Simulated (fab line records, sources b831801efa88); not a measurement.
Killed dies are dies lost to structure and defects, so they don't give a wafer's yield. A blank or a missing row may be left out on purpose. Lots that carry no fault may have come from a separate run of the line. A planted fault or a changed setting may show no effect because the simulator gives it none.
The tool behind it: which one? / flow gf180mcu / Sampling: 15 lots, 45 wafers, 3 of 602 route steps

== WHAT THE GAUGES READ, wafer by wafer ==
GF_POLY_GATE_CD_MEAS_10 targets a cd of 280 nm. Usual: cd nm 279.8 nm, standard deviation 1.2.
lot=L627; measured=day 9 12:25; on=cd sem-02; cd nm (nm)=277.9 278.8 278.6; flag=
lot=L629; measured=day 9 20:08; on=cd sem-01; cd nm (nm)=280.2 280.0 281.5; flag=
lot=L630; measured=day 10 02:02; on=cd sem-02; cd nm (nm)=281.1 280.6 279.0; flag=
lot=L631; measured=day 10 06:08; on=cd sem-02; cd nm (nm)=279.2 279.5 279.1; flag=
lot=L635; measured=day 11 15:40; on=cd sem-01; cd nm (nm)=280.5 279.8 278.1; flag=
lot=L637; measured=day 12 06:56; on=cd sem-01; cd nm (nm)=281.1 281.5 282.4; flag=
lot=L640; measured=day 12 19:02; on=cd sem-02; cd nm (nm)=280.8 278.9 280.4; flag=
lot=L641; measured=day 13 10:17; on=cd sem-02; cd nm (nm)=280.0 279.7 278.6; flag=
lot=L642; measured=day 13 22:59; on=cd sem-02; cd nm (nm)=281.0 281.2 279.7; flag=
lot=L643; measured=day 13 22:43; on=cd sem-01; cd nm (nm)=277.8 278.6 277.1; flag=
lot=L646; measured=day 14 17:47; on=cd sem-02; cd nm (nm)=278.6 280.1 280.2; flag=
lot=L647; measured=day 15 15:50; on=cd sem-02; cd nm (nm)=280.0 279.7 280.1; flag=
lot=L649; measured=day 15 21:02; on=cd sem-01; cd nm (nm)=279.2 281.0 279.6; flag=
lot=L648; measured=day 15 21:23; on=cd sem-01; cd nm (nm)=281.0 281.9 282.2; flag=
lot=L650; measured=day 16 07:59; on=cd sem-02; cd nm (nm)=279.7 278.2 278.7; flag=

== WHICH TOOL RAN EACH LOT (tool, then ch and the chambers of the sampled wafers, then the start) ==
lot=L627; GF_LVPWELL_EXPOSE_04=iline stepper-01 ch 0, day 3 20:22; GF_VT_IMPLANT_STRIP_42=plasma asher-02 ch 0,1, day 7 20:17
lot=L629; GF_LVPWELL_EXPOSE_04=iline stepper-01 ch 0, day 4 03:28; GF_VT_IMPLANT_STRIP_42=plasma asher-04 ch 0,1, day 8 04:34
lot=L630; GF_LVPWELL_EXPOSE_04=iline stepper-01 ch 0, day 4 08:11; GF_VT_IMPLANT_STRIP_42=plasma asher-01 ch 0,1, day 8 07:10
lot=L631; GF_LVPWELL_EXPOSE_04=iline stepper-01 ch 0, day 4 14:27; GF_VT_IMPLANT_STRIP_42=plasma asher-04 ch 0,1, day 8 14:25
lot=L635; GF_LVPWELL_EXPOSE_04=iline stepper-01 ch 0, day 5 14:17; GF_VT_IMPLANT_STRIP_42=plasma asher-04 ch 0,1, day 9 19:35
lot=L637; GF_LVPWELL_EXPOSE_04=iline stepper-02 ch 0, day 6 02:36; GF_VT_IMPLANT_STRIP_42=plasma asher-02 ch 0,1, day 10 12:04
lot=L640; GF_LVPWELL_EXPOSE_04=iline stepper-02 ch 0, day 6 11:41; GF_VT_IMPLANT_STRIP_42=plasma asher-01 ch 0,1, day 10 23:22
lot=L641; GF_LVPWELL_EXPOSE_04=iline stepper-02 ch 0, day 6 18:17; GF_VT_IMPLANT_STRIP_42=plasma asher-01 ch 0,1, day 11 08:11
lot=L642; GF_LVPWELL_EXPOSE_04=iline stepper-02 ch 0, day 7 05:20; GF_VT_IMPLANT_STRIP_42=plasma asher-02 ch 0,1, day 11 22:37
lot=L643; GF_LVPWELL_EXPOSE_04=iline stepper-01 ch 0, day 7 06:52; GF_VT_IMPLANT_STRIP_42=plasma asher-02 ch 0,1, day 12 00:04
lot=L646; GF_LVPWELL_EXPOSE_04=iline stepper-01, day 7 23:14; GF_VT_IMPLANT_STRIP_42=plasma asher-02 ch 0,1, day 12 19:07
lot=L647; GF_LVPWELL_EXPOSE_04=iline stepper-02, day 8 11:49; GF_VT_IMPLANT_STRIP_42=plasma asher-04 ch 0,1, day 13 08:52
lot=L649; GF_LVPWELL_EXPOSE_04=iline stepper-02, day 8 19:20; GF_VT_IMPLANT_STRIP_42=plasma asher-01 ch 0,1, day 13 18:56
lot=L648; GF_LVPWELL_EXPOSE_04=iline stepper-02 ch 0, day 8 20:44; GF_VT_IMPLANT_STRIP_42=plasma asher-04 ch 0,1, day 13 20:37
lot=L650; GF_LVPWELL_EXPOSE_04=iline stepper-01 ch 0, day 9 01:22; GF_VT_IMPLANT_STRIP_42=plasma asher-02 ch 0,1, day 14 02:22
- GF_LVPWELL_EXPOSE_04: exposes mask LVPWELL, target cd 600 nm.
- GF_VT_IMPLANT_STRIP_42: strips in O2/N2.

== WHAT THE TOOLS THEMSELVES READ (means of the sampled wafers that have a number; where no wafer has one, the mark that the record gives instead) ==
GF_LVPWELL_EXPOSE_04. Usual: exposure dose mJ cm2 260.00, standard deviation 0.25; focus offset nm 0.0 nm, standard deviation 0.45; stage vel mm s 499.97 mm/s, standard deviation 0.21.
lot=L627; tool=iline stepper-01; exposure dose mJ cm2=260.10; focus offset nm (nm)=0.1; stage vel mm s (mm/s)=499.73; flag=
lot=L629; tool=iline stepper-01; exposure dose mJ cm2=260.03; focus offset nm (nm)=-0.2; stage vel mm s (mm/s)=500.24; flag=
lot=L630; tool=iline stepper-01; exposure dose mJ cm2=260.07; focus offset nm (nm)=0.4; stage vel mm s (mm/s)=499.98; flag=
lot=L631; tool=iline stepper-01; exposure dose mJ cm2=259.58; focus offset nm (nm)=-0.2; stage vel mm s (mm/s)=499.70; flag=
lot=L635; tool=iline stepper-01; exposure dose mJ cm2=260.31; focus offset nm (nm)=0.1; stage vel mm s (mm/s)=500.05; flag=
lot=L637; tool=iline stepper-02; exposure dose mJ cm2=260.29; focus offset nm (nm)=-0.1; stage vel mm s (mm/s)=500.21; flag=
lot=L640; tool=iline stepper-02; exposure dose mJ cm2=260.18; focus offset nm (nm)=-0.2; stage vel mm s (mm/s)=499.74; flag=
lot=L641; tool=iline stepper-02; exposure dose mJ cm2=260.06; focus offset nm (nm)=0.0; stage vel mm s (mm/s)=499.77; flag=
lot=L642; tool=iline stepper-02; exposure dose mJ cm2=259.97; focus offset nm (nm)=-0.3; stage vel mm s (mm/s)=500.21; flag=
lot=L643; tool=iline stepper-01; exposure dose mJ cm2=259.71; focus offset nm (nm)=-0.8; stage vel mm s (mm/s)=499.97; flag=
lot=L646; tool=iline stepper-01; exposure dose mJ cm2=-; focus offset nm (nm)=-; stage vel mm s (mm/s)=-; flag=OFF
lot=L647; tool=iline stepper-02; exposure dose mJ cm2=-; focus offset nm (nm)=-; stage vel mm s (mm/s)=-; flag=OFF
lot=L649; tool=iline stepper-02; exposure dose mJ cm2=-; focus offset nm (nm)=-; stage vel mm s (mm/s)=-; flag=OFF
lot=L648; tool=iline stepper-02; exposure dose mJ cm2=259.92; focus offset nm (nm)=0.0; stage vel mm s (mm/s)=500.12; flag=
lot=L650; tool=iline stepper-01; exposure dose mJ cm2=260.08; focus offset nm (nm)=0.0; stage vel mm s (mm/s)=500.07; flag=

GF_VT_IMPLANT_STRIP_42. Usual: drypump motor current A 5.7 A, standard deviation 0.36; heater power w 330 W, standard deviation 17; oes product au 0.717 a.u., standard deviation 0.0044; strip time to endpoint s 12.64 s, standard deviation 0.035.
lot=L627; tool=plasma asher-02; drypump motor current A (A)=5.9; heater power w (W)=329; oes product au (a.u.)=0.716; strip time to endpoint s (s)=12.64; flag=
lot=L629; tool=plasma asher-04; drypump motor current A (A)=5.6; heater power w (W)=319; oes product au (a.u.)=0.717; strip time to endpoint s (s)=12.71; flag=
lot=L630; tool=plasma asher-01; drypump motor current A (A)=5.8; heater power w (W)=350; oes product au (a.u.)=0.720; strip time to endpoint s (s)=12.64; flag=
lot=L631; tool=plasma asher-04; drypump motor current A (A)=5.6; heater power w (W)=320; oes product au (a.u.)=0.721; strip time to endpoint s (s)=12.62; flag=
lot=L635; tool=plasma asher-04; drypump motor current A (A)=5.6; heater power w (W)=314; oes product au (a.u.)=0.717; strip time to endpoint s (s)=12.64; flag=
lot=L637; tool=plasma asher-02; drypump motor current A (A)=6.0; heater power w (W)=336; oes product au (a.u.)=0.715; strip time to endpoint s (s)=12.65; flag=
lot=L640; tool=plasma asher-01; drypump motor current A (A)=5.9; heater power w (W)=333; oes product au (a.u.)=0.710; strip time to endpoint s (s)=12.61; flag=
lot=L641; tool=plasma asher-01; drypump motor current A (A)=6.0; heater power w (W)=334; oes product au (a.u.)=0.715; strip time to endpoint s (s)=12.61; flag=
lot=L642; tool=plasma asher-02; drypump motor current A (A)=5.9; heater power w (W)=333; oes product au (a.u.)=0.716; strip time to endpoint s (s)=12.64; flag=
lot=L643; tool=plasma asher-02; drypump motor current A (A)=6.0; heater power w (W)=337; oes product au (a.u.)=0.711; strip time to endpoint s (s)=12.64; flag=
lot=L646; tool=plasma asher-02; drypump motor current A (A)=6.0; heater power w (W)=340; oes product au (a.u.)=0.716; strip time to endpoint s (s)=12.69; flag=
lot=L647; tool=plasma asher-04; drypump motor current A (A)=5.6; heater power w (W)=317; oes product au (a.u.)=0.721; strip time to endpoint s (s)=12.64; flag=
lot=L649; tool=plasma asher-01; drypump motor current A (A)=5.9; heater power w (W)=338; oes product au (a.u.)=0.719; strip time to endpoint s (s)=12.62; flag=
lot=L648; tool=plasma asher-04; drypump motor current A (A)=5.3; heater power w (W)=326; oes product au (a.u.)=0.715; strip time to endpoint s (s)=12.62; flag=
lot=L650; tool=plasma asher-02; drypump motor current A (A)=6.0; heater power w (W)=337; oes product au (a.u.)=0.716; strip time to endpoint s (s)=12.66; flag=

== THE ANSWER, worked out from the rows above alone ==
Rule: take the mean of a lot's wafers that have a number; if it is more than 3 standard deviations from the usual mean, the lot is off. Also off: a lot with no number at a reading for which 4 or more lots have one. Where the step has rows for the other lots, those lots are counted as sound. Order of review: gauges by route order, followed by the tools' own readings, for which a lot's mean as printed above is used. The first step at which some lot is off is used, and at that step the reading that is off furthest; a lot without a number counts as furthest.
Off: L646, L647, L649 (GF_LVPWELL_EXPOSE_04, exposure dose mJ cm2). Without a number there: L646, L647, L649.
A tool fits if, at that step or a process step before it, it ran every lot that is off, and no sound lot after the first of them. Of those tried, none fits.

== WHAT WAS PUT IN BY THE SIMULATOR ==
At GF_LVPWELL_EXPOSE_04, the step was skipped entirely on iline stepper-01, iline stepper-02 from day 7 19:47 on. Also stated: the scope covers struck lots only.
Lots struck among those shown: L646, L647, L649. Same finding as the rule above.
